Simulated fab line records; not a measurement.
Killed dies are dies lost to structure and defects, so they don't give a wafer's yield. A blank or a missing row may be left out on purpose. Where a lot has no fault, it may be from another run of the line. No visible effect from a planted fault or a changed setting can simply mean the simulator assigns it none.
A struck lot beside a sound one + flow sky130 + 20 steps out of a route of 708
Sound: wafers L197.4, L197.5, L197.6. Wafers struck: L199.1, L199.5, L199.6. The cause is given at the end.
Order at every step that has rows: each side's tool, ch and its chambers, its first start. Under that, the readings that differ: sound wafers + struck wafers + difference of the means + sigmas: that difference in standard deviations of wafers without a fault.
alike: words and numbers the same on both sides, and readings whose means are apart by under 2 such deviations; not compared: readings that were withheld, readings missing a value for some wafer, numbers with overlapping values and no deviation given by the record, and bounds like >300 which may hide the same value.
The two part at a step that has a row with sigmas, a row that says differs or no value, or rows on one side only. When numbers do not overlap yet have no deviation, they are printed without sigmas and do not part them. Lack of a reading on every wafer of one side parts them only where that side has two or more wafers.

SKY_FIELD_ISO_BOW_MEAS_00:
  sound on film-metro-03 at day 2 16:04; struck on film-metro-03 at day 3 02:00
  alike: INCOMING_BOW
then, 1 step without rows for these wafers: SKY_FIELD_ISO_OXIDATION_01 (stabilise 600 s, purge 300 s, target thk 12 nm).
SKY_FIELD_ISO_THK_MEAS_02:
  sound on film-metro-02 at day 2 18:03; struck on film-metro-04 at day 3 03:38
  alike: FIELD_ISO_OXIDATION_00_THK
then, 1 step without rows for these wafers: SKY_FIELD_ISO_CVD_03 (deposits Si3N4 from DCS/NH3, target thk 165 nm, time 2830 s).
SKY_FIELD_ISO_THK_MEAS_04:
  sound on film-metro-03 at day 2 19:54; struck on film-metro-03 at day 3 06:21
  alike: FIELD_ISO_CVD_03_THK
then, 5 steps without rows for these wafers: SKY_FIELD_ISO_DEHYDRATE_05 (time 60 s); SKY_FIELD_ISO_HMDS_06 (prime time 60 s); SKY_FIELD_ISO_COAT_07 (resist thk 60 nm); SKY_FIELD_ISO_COAT_08 (resist thk 450 nm); SKY_FIELD_ISO_SOFTBAKE_09 (time 90 s).
SKY_FIELD_ISO_EXPOSE_10: exposes mask FOM, target cd 150 nm.
  sound on krf-scanner-02 ch 0, day 3 03:25; struck on krf-scanner-02 ch 0, day 3 14:21
| reading              | sound             | struck            | difference | sigmas |
|----------------------|-------------------|-------------------|------------|--------|
| exposure-dose-mJ-cm2 | 28.47 28.45 28.45 | 31.67 31.67 31.65 | +3.21      | +38    |
  alike: mask
then, 2 steps without rows for these wafers: SKY_FIELD_ISO_PEB_11; SKY_FIELD_ISO_DEVELOP_12 (develop time 60 s).
SKY_FIELD_ISO_CD_MEAS_13 targets a cd of 150 nm.
  sound on cd-sem-01 at day 3 11:37; struck on cd-sem-02 at day 3 22:36
| reading    | sound             | struck            | difference | sigmas |
|------------|-------------------|-------------------|------------|--------|
| cd-nm (nm) | 150.3 150.7 150.8 | 129.1 129.6 128.9 | -21.4      | -12    |
  not compared: hold
SKY_FIELD_ISO_ETCH_14: etches BARC in N2/H2, stops on SiO2, time 45.9 s, target depth 60 nm.
  sound on rie-diel-02 ch 1,2, day 3 11:40; struck on rie-diel-04 ch 0,3, day 4 01:30
| reading                    | sound           | struck                                                                     | difference                   | sigmas |
|----------------------------|-----------------|----------------------------------------------------------------------------|------------------------------|--------|
| hold                       | - - -           | await-dispo/2.8h/release await-dispo/2.8h/release await-dispo/2.8h/release | no value on the sound wafers |        |
| model.FIELD_ISO.cd-nm (nm) | 150.2 150 150.7 | 129.2 129.5 129.7                                                          | -20.8                        |        |
  alike: drypump-motor-current-A, oes-product-au, throttle-valve-pct
  not compared: rf-hours-counter-h
SKY_FIELD_ISO_ETCH_15: etches the open film in CHF3/O2, stops on Si, target depth 180 nm, time 72 s.
  sound on rie-diel-02 ch 1,2, day 3 11:43; struck on rie-diel-04 ch 0,3, day 4 01:33
  alike: drypump-motor-current-A, oes-product-au, throttle-valve-pct
  not compared: rf-hours-counter-h
SKY_FIELD_ISO_STRIP_16: strips in O2/N2.
  sound on plasma-asher-01 ch 0,1, day 3 11:49; struck on plasma-asher-01 ch 0,1, day 4 01:47
| reading                      | sound          | struck         | difference | sigmas |
|------------------------------|----------------|----------------|------------|--------|
| strip-time-to-endpoint-s (s) | 3.60 3.62 3.60 | 3.51 3.51 3.59 | -0.07      | -2     |
  alike: drypump-motor-current-A, oes-product-au
  not compared: rf-hours-counter-h
SKY_FIELD_ISO_ETCH_17: etches Si in HBr/Cl2/O2, target depth 342 nm, time 97.7 s.
  sound on rie-si-01 ch 0,3, day 3 11:52; struck on rie-si-02 ch 2,3, day 4 01:53
| reading                    | sound             | struck          | difference | sigmas |
|----------------------------|-------------------|-----------------|------------|--------|
| model.FIELD_ISO.cd-nm (nm) | 150.7 151.1 151.3 | 127.8 128.7 130 | -22.2      |        |
  alike: drypump-motor-current-A, oes-product-au, throttle-valve-pct
  not compared: rf-hours-counter-h
then, 1 step without rows for these wafers: SKY_FIELD_ISO_WET_ETCH_18 (etches Si3N4 in H3PO4, target depth 25 nm, time 286 s).
-- the record jumps here: 44 days lie between the struck wafers' starts before and after (it left off in module FIELD_ISO and takes up again in module PAD_OPEN, whose first step shown is number 708 of the route) --
SKY_PAD_OPEN_PROBE_99:
  sound on prober-01 at day 47 06:23; struck on prober-02 at day 47 16:55
| reading                                 | sound             | struck                                                                     | difference                   | sigmas |
|-----------------------------------------|-------------------|----------------------------------------------------------------------------|------------------------------|--------|
| hold                                    | - - -             | await-dispo/0.6h/release await-dispo/0.6h/release await-dispo/0.6h/release | no value on the sound wafers |        |
| killed_at_M0_to_M3                      | 43 34 36          | 59 53 54                                                                   | +18                          | +3     |
| killed-at-front-end                     | 9 18 15           | 61 72 67                                                                   | +53                          | +12    |
| killed-dies                             | 80 79 76          | 146 154 163                                                                | +76                          | +8     |
| killed-open                             | 47 44 36          | 60 50 70                                                                   | +18                          | +3     |
| model.etest.pfet-g5v0d10v5.r-on-ohm-um  | 4792 4702 4704    | 4979 4995 4934                                                             | +237                         |        |
| model.etest.res-pdiff.line-ohm-um       | 1417 1409 1394    | 1586 1589 1576                                                             | +177                         |        |
| model.etest.res-ndiff.line-ohm-um       | 745.7 741.3 746.9 | 896.8 879.6 876.1                                                          | +139.5                       |        |
| model.etest.sram-nfet-pass.drive-ua-um  | 495.1 506.1 508.1 | 434.5 434 434.7                                                            | -68.7                        |        |
| model.etest.sonos-uncharged.r-on-ohm-um | 799 802.3 810.6   | 873 867.8 858.5                                                            | +62                          |        |
| model.etest.res-ndiff.width-nm (nm)     | 158.4 157.4 158.5 | 135.3 136 137.2                                                            | -21.9                        |        |
| model.etest.res-pdiff.width-nm (nm)     | 145.1 144.4 145.8 | 121.6 122.8 123.7                                                          | -22.4                        |        |
| model.etest.sram-pfet-latch.drive-ua-um | 137.9 146.4 136.7 | 126 122.8 126                                                              | -15                          |        |
  alike: killed_at_M4_up, killed-at-contacts, killed-at-other, killed-short

WHERE THEY PART
At SKY_FIELD_ISO_EXPOSE_10 first; at SKY_PAD_OPEN_PROBE_99 last (within this record only).

WHY: the cause the simulator had injected
Process parameter drift: krf-scanner-02, from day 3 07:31 on, at SKY_FIELD_ISO_EXPOSE_10. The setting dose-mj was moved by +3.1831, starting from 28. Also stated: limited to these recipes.
